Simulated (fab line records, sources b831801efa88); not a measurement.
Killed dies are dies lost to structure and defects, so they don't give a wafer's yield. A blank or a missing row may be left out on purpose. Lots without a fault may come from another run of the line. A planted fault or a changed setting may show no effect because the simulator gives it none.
Which tool did it? | flow sky130 | 10 lots, 30 wafers sampled, at 6 steps of a route of 708

WHAT THE GAUGES READ, wafer by wafer
SKY_METAL2_RS_MEAS_05: measures by four-point-probe.
lot  | measured     | on            | METAL2_ALCU_RS (ohm/sq)
L911 | day 34 14:52 | film_metro-01 | 0.1263 0.1280 0.1266
L914 | day 35 12:13 | film_metro-01 | 0.1267 0.1273 0.1268
L916 | day 36 06:58 | film_metro-01 | 0.1279 0.1252 0.1269
L918 | day 36 21:30 | film_metro-01 | 0.1272 0.1257 0.1266
L917 | day 36 23:30 | film_metro-01 | 0.1255 0.1265 0.1249
L919 | day 37 08:18 | film_metro-01 | 0.1260 0.1254 0.1260
L920 | day 37 21:52 | film_metro-01 | 0.1266 0.1268 0.1262
L925 | day 39 05:20 | film_metro-02 | 0.1295 0.1040 0.1286
L929 | day 40 14:56 | film_metro-01 | 0.1256 0.1287 0.1286
L930 | day 40 18:16 | film_metro-01 | 0.1280 0.1285 0.1281

SKY_METAL2_THK_MEAS_06: measures by xrf.
lot  | measured     | on            | METAL2_ALCU_THK (nm)
L911 | day 34 14:59 | film_metro-01 | 252.2 251.6 254.4
L914 | day 35 12:19 | film_metro-01 | 250.0 253.0 251.2
L916 | day 36 07:05 | film_metro-01 | 250.7 257.2 252.5
L918 | day 36 21:37 | film_metro-01 | 252.2 255.6 252.4
L917 | day 36 23:37 | film_metro-01 | 256.0 252.1 255.2
L919 | day 37 08:25 | film_metro-01 | 254.4 253.4 253.8
L920 | day 37 21:59 | film_metro-01 | 251.8 255.1 252.0
L925 | day 39 05:28 | film_metro-02 | 246.5 304.9 249.7
L929 | day 40 15:02 | film_metro-01 | 254.7 246.4 250.3
L930 | day 40 18:23 | film_metro-01 | 247.7 248.8 250.0

SKY_METAL2_CD_MEAS_15: target cd 140 nm.
lot  | measured     | on        | cd_nm (nm)
L911 | day 35 18:44 | cd_sem-02 | 139.7 141.4 139.8
L914 | day 36 14:37 | cd_sem-02 | 142.2 142.0 141.1
L916 | day 37 09:10 | cd_sem-01 | 137.4 138.2 138.1
L918 | day 37 23:55 | cd_sem-01 | 141.7 141.1 140.7
L917 | day 38 02:07 | cd_sem-01 | 140.7 141.7 140.8
L919 | day 38 10:14 | cd_sem-01 | 140.7 140.8 141.0
L920 | day 38 23:41 | cd_sem-02 | 139.0 139.2 138.4
L925 | day 40 05:32 | cd_sem-02 | 144.2 143.9 143.4
L929 | day 41 14:59 | cd_sem-01 | 138.4 140.2 138.0
L930 | day 41 18:20 | cd_sem-02 | 141.7 139.9 141.5

SKY_METAL2_OVL_MEAS_16.
lot  | measured     | on         | METAL2_OVL (nm)
L911 | day 35 18:52 | overlay-01 | 1 4 -4
L914 | day 36 14:43 | overlay-02 | 7 3 3
L916 | day 37 09:16 | overlay-01 | -3 -6 -2
L918 | day 38 00:01 | overlay-02 | 4 0 2
L917 | day 38 02:14 | overlay-01 | -4 -7 -1
L919 | day 38 10:20 | overlay-02 | -9 -7 -9
L920 | day 38 23:49 | overlay-02 | -3 -2 -9
L925 | day 40 05:40 | overlay-01 | -5 -7 -2
L929 | day 41 15:04 | overlay-01 | 1 3 5
L930 | day 41 18:28 | overlay-02 | 10 -2 1

WHICH TOOL RAN EACH LOT (tool, then ch and the chambers of the sampled wafers, then the start)
lot  | SKY_METAL1_ETCH_18                | SKY_METAL2_SPUTTER_02
L911 | rie_metal-04 ch 0,1, day 33 07:55 | pvd_sputter-04, day 34 14:47
L914 | rie_metal-03 ch 0,1, day 34 05:18 | pvd_sputter-01, day 35 12:06
L916 | rie_metal-04 ch 0, day 35 00:39   | pvd_sputter-01, day 36 06:51
L918 | rie_metal-04 ch 1, day 35 16:29   | pvd_sputter-01, day 36 21:23
L917 | rie_metal-03 ch 0,1, day 35 18:48 | pvd_sputter-03, day 36 23:24
L919 | rie_metal-03 ch 0,1, day 36 02:58 | pvd_sputter-03, day 37 08:11
L920 | rie_metal-02 ch 0,1, day 36 16:51 | pvd_sputter-03, day 37 21:46
L925 | rie_metal-02 ch 0,1, day 37 21:40 | pvd_sputter-03, day 39 05:15
L929 | rie_metal-02 ch 0,1, day 39 10:49 | pvd_sputter-04, day 40 14:49
L930 | rie_metal-04 ch 0,1, day 39 13:58 | pvd_sputter-01, day 40 18:10
- SKY_METAL1_ETCH_18: etches BARC in N2/H2, stops on SiO2, time 45.9 s, target depth 60 nm.
- SKY_METAL2_SPUTTER_02: material AlCu, target thk 250 nm, time 13.3 s.

WHAT THE TOOLS THEMSELVES READ (means of the sampled wafers that have a number; where no wafer has one, the mark that the record gives instead)
SKY_METAL1_ETCH_18.
lot  | tool         | drypump_motor_current_A (A) | n2_flow_sccm (sccm) | oes_product_au (a.u.) | throttle_valve_pct (%)
L911 | rie_metal-04 | 6.1                         | 99.8                | 0.862                 | 13.229
L914 | rie_metal-03 | 5.3                         | 99.8                | 0.855                 | 13.226
L916 | rie_metal-04 | 6.1                         | 100.2               | 0.855                 | 13.222
L918 | rie_metal-04 | 6.1                         | 99.9                | 0.851                 | 13.220
L917 | rie_metal-03 | 5.3                         | 99.9                | 0.857                 | 13.224
L919 | rie_metal-03 | 5.5                         | 100.1               | 0.854                 | 13.229
L920 | rie_metal-02 | 6.2                         | 99.8                | 0.857                 | 13.232
L925 | rie_metal-02 | 6.2                         | 100.1               | 0.855                 | 13.237
L929 | rie_metal-02 | 6.3                         | 99.9                | 0.853                 | 13.233
L930 | rie_metal-04 | 6.1                         | 100.1               | 0.856                 | 13.219

SKY_METAL2_SPUTTER_02.
lot  | tool           | throttle_valve_pct (%)
L911 | pvd_sputter-04 | 29.1
L914 | pvd_sputter-01 | 29.6
L916 | pvd_sputter-01 | 30.2
L918 | pvd_sputter-01 | 30.3
L917 | pvd_sputter-03 | 30.8
L919 | pvd_sputter-03 | 30.8
L920 | pvd_sputter-03 | 29.5
L925 | pvd_sputter-03 | 30.2
L929 | pvd_sputter-04 | 29.9
L930 | pvd_sputter-01 | 30.2

THE ANSWER, worked out from the rows above alone
Rule: what is usual is taken from the lots themselves. Put in order of their means at a reading, lots are off if they are a third of the lots or fewer, leave a main group of 4 or more, and stand apart from it by a gap of 3 or more times the standard deviation of the main group's means; of several such gaps the widest counts. A main group whose means are all the same, to the digits that the tables above print for the reading, isn't used. A lot without any number at a reading at which 4 lots or more have one is off too. The other lots that the step has rows for count as sound. The gauges are gone through in route order, then the tools' own readings, and for those a lot's mean is taken as printed above. The first step at which some lot is off is used, and at that step the reading that is off furthest; a lot without a number counts as furthest.
Off: L925, at SKY_METAL2_RS_MEAS_05 (METAL2_ALCU_RS). The main group: mean 0.1268 ohm/sq, standard deviation 0.00076.
A tool fits if, at a process step before that reading, it ran every lot that is off, and no sound lot after the first of them. The gauges at SKY_METAL2_RS_MEAS_05 are tried like those tools. Can't be told from this: 2 tools fit, pvd_sputter-03 at SKY_METAL2_SPUTTER_02, film_metro-02 at SKY_METAL2_RS_MEAS_05.

WHAT THE SIMULATOR HAD PUT IN
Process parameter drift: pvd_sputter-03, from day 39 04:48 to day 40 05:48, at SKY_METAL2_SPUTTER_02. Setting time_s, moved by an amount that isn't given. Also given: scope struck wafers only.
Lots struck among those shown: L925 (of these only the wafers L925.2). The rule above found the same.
